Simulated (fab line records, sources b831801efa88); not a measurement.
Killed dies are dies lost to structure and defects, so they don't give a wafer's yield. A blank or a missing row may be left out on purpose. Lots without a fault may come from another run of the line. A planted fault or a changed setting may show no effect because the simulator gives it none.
Which tool did it? | flow sky130 | 12 lots, 36 wafers sampled, at 5 steps of a route of 708

WHAT THE GAUGES READ, wafer by wafer
SKY_FIELD_ISO_THK_MEAS_23.
lot  | measured    | on            | FIELD_ISO_OXIDATION_01_THK (nm)
L228 | day 2 07:55 | film_metro-02 | 9.96 10.03 9.92
L231 | day 2 23:25 | film_metro-02 | 9.72 9.93 9.97
L234 | day 3 15:37 | film_metro-02 | 14.62 14.35 14.43
L236 | day 3 22:52 | film_metro-03 | 14.78 14.99 14.86
L238 | day 4 10:59 | film_metro-02 | 14.37 14.43 14.44
L239 | day 4 16:24 | film_metro-03 | 9.72 9.74 9.69
L240 | day 6 04:19 | film_metro-03 | 9.90 10.13 9.94
L241 | day 6 04:20 | film_metro-02 | 10.17 10.12 10.19
L242 | day 6 04:19 | film_metro-04 | 9.83 9.83 10.06
L244 | day 6 04:22 | film_metro-03 | 10.16 9.96 10.09
L248 | day 6 15:25 | film_metro-02 | 9.83 10.03 9.93
L251 | day 7 09:32 | film_metro-02 | 9.84 10.17 10.13

SKY_NWELL_THK_MEAS_02.
lot  | measured    | on            | NWELL_OXIDATION_THK (nm)
L228 | day 2 15:04 | film_metro-02 | 10.02 9.91 9.91
L231 | day 3 05:11 | film_metro-01 | 9.98 9.84 9.74
L234 | day 3 22:18 | film_metro-01 | 9.98 9.65 9.82
L236 | day 4 03:56 | film_metro-04 | 9.95 10.00 9.91
L238 | day 4 16:01 | film_metro-02 | 9.79 10.01 10.09
L239 | day 4 20:23 | film_metro-01 | 10.06 10.00 9.97
L240 | day 6 10:11 | film_metro-02 | 9.71 9.80 9.83
L241 | day 6 11:35 | film_metro-02 | 9.60 9.61 9.64
L242 | day 6 11:35 | film_metro-01 | 9.75 9.60 9.82
L244 | day 6 10:11 | film_metro-04 | 9.56 9.77 9.71
L248 | day 6 22:19 | film_metro-04 | 10.27 10.06 10.25
L251 | day 7 14:44 | film_metro-04 | 9.94 10.03 9.87

SKY_NWELL_TW_MEAS_15.
lot  | measured     | on            | NWELL_TW
L228 | day 4 15:01  | film_metro-01 | 1842 1823 1825
L231 | day 5 03:55  | film_metro-01 | 1814 1820 1825
L234 | day 5 23:34  | film_metro-04 | 1864 1858 1867
L236 | day 6 05:23  | film_metro-04 | 1861 1856 1862
L238 | day 6 20:11  | film_metro-01 | 1819 1819 1822
L239 | day 7 00:33  | film_metro-01 | 1811 1816 1810
L240 | day 8 22:07  | film_metro-04 | 1865 1867 1876
L241 | day 8 23:26  | film_metro-01 | 1809 1825 1827
L242 | day 9 00:50  | film_metro-01 | 1810 1810 1808
L244 | day 8 21:29  | film_metro-02 | 1822 1819 1828
L248 | day 9 11:27  | film_metro-01 | 1825 1826 1815
L251 | day 10 06:46 | film_metro-01 | 1836 1835 1841

SKY_SONOS_ONO_OVL_MEAS_14.
lot  | measured     | on         | SONOS_ONO_OVL (nm)
L228 | day 12 09:16 | overlay-01 | 1.9 0.0 -1.4
L231 | day 13 05:25 | overlay-01 | -1.1 -0.4 -2.5
L234 | day 14 11:40 | overlay-01 | 0.4 0.0 1.3
L236 | day 14 20:01 | overlay-01 | -0.5 -0.1 -1.3
L238 | day 15 21:19 | overlay-01 | -1.4 -0.3 -0.8
L239 | day 16 02:59 | overlay-01 | 2.7 3.9 2.1
L240 | day 18 15:25 | overlay-01 | 0.5 1.5 2.1
L241 | day 18 20:42 | overlay-02 | 0.2 0.1 1.3
L242 | day 18 23:30 | overlay-01 | 1.2 0.6 1.0
L244 | day 18 13:34 | overlay-01 | -0.7 -1.8 1.0
L248 | day 19 13:16 | overlay-01 | 0.2 0.3 0.3
L251 | day 20 14:59 | overlay-02 | 0.3 1.4 -2.0

WHICH TOOL RAN EACH LOT (tool, then ch and the chambers of the sampled wafers, then the start)
lot  | SKY_FIELD_ISO_OXIDATION_22
L228 | furnace-02 ch 0, day 2 06:45
L231 | furnace-02 ch 0, day 2 22:15
L234 | furnace-02 ch 0, day 3 14:27
L236 | furnace-02 ch 0, day 3 21:42
L238 | furnace-02 ch 0, day 4 09:49
L239 | furnace-01 ch 0, day 4 15:13
L240 | furnace-01 ch 0, day 6 03:08
L241 | furnace-01 ch 0, day 6 03:08
L242 | furnace-01 ch 0, day 6 03:08
L244 | furnace-01 ch 0, day 6 03:08
L248 | furnace-01 ch 0, day 6 14:14
L251 | furnace-01 ch 0, day 7 08:20
- SKY_FIELD_ISO_OXIDATION_22: stabilise 600 s, purge 300 s, target thk 10 nm.

WHAT THE TOOLS THEMSELVES READ (means of the sampled wafers that have a number; where no wafer has one, the mark that the record gives instead)
SKY_FIELD_ISO_OXIDATION_22.
lot  | tool       | spike_tc_bottom_C (C) | spike_tc_centre_C (C) | spike_tc_lower_C (C) | spike_tc_top_C (C) | spike_tc_upper_C (C) | tube_center_temp_C (C) | tube_center_temp_C_max | zone_power_top_pct (%)
L228 | furnace-02 | 965                   | 953.1                 | 951.6                | 965.0              | 949.6                | 950                    | 952.3                  | 41.4
L231 | furnace-02 | 965                   | 951.2                 | 951.4                | 964.4              | 951.3                | 950                    | 952.6                  | 41.0
L234 | furnace-02 | 998                   | 984.8                 | 985.4                | 998.2              | 983.4                | 983                    | 985.3                  | 43.6
L236 | furnace-02 | 998                   | 985.1                 | 985.3                | 998.3              | 983.6                | 983                    | 985.9                  | 43.4
L238 | furnace-02 | 998                   | 984.9                 | 984.5                | 997.3              | 983.2                | 983                    | 985.8                  | 43.9
L239 | furnace-01 | 972                   | 949.3                 | 952.5                | 962.4              | 947.8                | 950                    | 952.3                  | 42.4
L240 | furnace-01 | 972                   | 950.0                 | 951.6                | 961.0              | 949.2                | 950                    | 952.5                  | 41.7
L241 | furnace-01 | 971                   | 949.7                 | 952.9                | 961.7              | 949.4                | 950                    | 952.7                  | 42.6
L242 | furnace-01 | 971                   | 949.7                 | 953.1                | 962.5              | 948.6                | 950                    | 952.5                  | 42.1
L244 | furnace-01 | 972                   | 949.8                 | 953.0                | 962.8              | 948.7                | 950                    | 952.5                  | 42.5
L248 | furnace-01 | 971                   | 948.9                 | 951.9                | 962.6              | 948.4                | 950                    | 952.4                  | 42.4
L251 | furnace-01 | 972                   | 950.3                 | 953.9                | 961.7              | 949.9                | 950                    | 952.1                  | 42.1

THE ANSWER, worked out from the rows above alone
Rule: what is usual is taken from the lots themselves. Put in order of their means at a reading, lots are off if they are a third of the lots or fewer, leave a main group of 4 or more, and stand apart from it by a gap of 3 or more times the standard deviation of the main group's means; of several such gaps the widest counts. A main group whose means are all the same, to the digits that the tables above print for the reading, isn't used. A lot without any number at a reading at which 4 lots or more have one is off too. The other lots that the step has rows for count as sound. The gauges are gone through in route order, then the tools' own readings, and for those a lot's mean is taken as printed above. The first step at which some lot is off is used, and at that step the reading that is off furthest; a lot without a number counts as furthest.
Off: L234, L236, L238, at SKY_FIELD_ISO_THK_MEAS_23 (FIELD_ISO_OXIDATION_01_THK). The main group: mean 9.96 nm, standard deviation 0.12.
A tool fits if, at a process step before that reading, it ran every lot that is off, and no sound lot after the first of them. The gauges at SKY_FIELD_ISO_THK_MEAS_23 aren't tried: what is off there is off at SKY_FIELD_ISO_OXIDATION_22 too, on other tools, and a gauge's error can't cause that. One fits: furnace-02 at SKY_FIELD_ISO_OXIDATION_22. Its last sound lot is L231 (day 2 22:15), its first lot that is off L234 (day 3 14:27): a fault that began between those two fits.
The tool's own readings at SKY_FIELD_ISO_OXIDATION_22 bear it out: on the lots that are off they differ by more than 5 times the standard deviation of the sound lots' means. spike_tc_bottom_C reads 998 C there against 970 C on the sound lots; spike_tc_centre_C reads 984.9 C there against 950.2 C on the sound lots; spike_tc_lower_C reads 985.1 C there against 952.4 C on the sound lots; spike_tc_top_C reads 997.9 C there against 962.7 C on the sound lots; spike_tc_upper_C reads 983.4 C there against 949.2 C on the sound lots; tube_center_temp_C reads 983 C there against 950 C on the sound lots; tube_center_temp_C_max reads 985.7 there against 952.4 on the sound lots.

WHAT THE SIMULATOR HAD PUT IN
Process parameter drift: furnace-02, from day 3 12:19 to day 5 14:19, at SKY_FIELD_ISO_OXIDATION_22. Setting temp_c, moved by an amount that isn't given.
Lots struck among those shown: L234, L236, L238. The rule above found the same.
